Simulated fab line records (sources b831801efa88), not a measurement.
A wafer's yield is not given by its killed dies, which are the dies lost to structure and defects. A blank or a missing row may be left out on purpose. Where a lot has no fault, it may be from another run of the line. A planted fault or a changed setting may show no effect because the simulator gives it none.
Which of the tools did it? :: flow gf180mcu :: 6 lots, 18 wafers sampled, at 2 steps of a route of 602

== WHAT EACH GAUGE READ, for each wafer ==
GF_V5_THK_MEAS_01.
lot: L209
measured: day 26 13:45
on: film-metro-02
V5_CVD_00_THK (nm): 298.8 297.9 298.5

lot: L211
measured: day 27 02:18
on: film-metro-02
V5_CVD_00_THK (nm): 300.4 299.5 297.3

lot: L219
measured: day 29 17:13
on: film-metro-01
V5_CVD_00_THK (nm): 256.0 253.5 253.1

lot: L225
measured: day 31 14:32
on: film-metro-02
V5_CVD_00_THK (nm): 294.6 296.1 298.2

lot: L227
measured: day 32 07:13
on: film-metro-01
V5_CVD_00_THK (nm): 301.5 303.5 299.4

lot: L229
measured: day 32 14:42
on: film-metro-02
V5_CVD_00_THK (nm): 301.2 303.5 302.2

== WHAT TOOL EACH LOT RAN ON (gives the tool, then ch and the chambers of the sampled wafers, and finally the start) ==
lot: L209
GF_V5_CVD_00: hdpcvd-02 ch 0,2, day 26 13:40

lot: L211
GF_V5_CVD_00: hdpcvd-02 ch 0,1,2, day 27 02:16

lot: L219
GF_V5_CVD_00: hdpcvd-02 ch 0,2, day 29 17:10

lot: L225
GF_V5_CVD_00: hdpcvd-01 ch 0,1,2, day 31 14:29

lot: L227
GF_V5_CVD_00: hdpcvd-01 ch 0,1,2, day 32 07:10

lot: L229
GF_V5_CVD_00: hdpcvd-02 ch 0,1,2, day 32 14:39
- GF_V5_CVD_00: deposits SiO2, target thk 300 nm, time 50 s.

== THE ANSWER, worked out from the rows above alone ==
Rule: the usual values come from the lots themselves. The widest of any qualifying gaps counts: lots, ordered by their means at a reading, are off when they make up no more than a third of the lots, leave a main group of 4 or more, and stand apart from it by 3 or more times the standard deviation of that group's means. If all means in a main group match to the digits the tables above print for the reading, that group is not used. A lot without any number at a reading at which 4 lots or more have one is off too. Any other lot the step has rows for is counted as sound.
Off: L219, at GF_V5_THK_MEAS_01 (V5_CVD_00_THK). For the main group the mean is 299.5 nm and the standard deviation 2.2.
A tool fits if, at a process step before that reading, it ran every lot that is off, and no sound lot after the first of them. Those tools and the gauges at GF_V5_THK_MEAS_01 are tried in the same way. None of those tried fits.

== WHAT THE SIMULATOR HAD PUT IN ==
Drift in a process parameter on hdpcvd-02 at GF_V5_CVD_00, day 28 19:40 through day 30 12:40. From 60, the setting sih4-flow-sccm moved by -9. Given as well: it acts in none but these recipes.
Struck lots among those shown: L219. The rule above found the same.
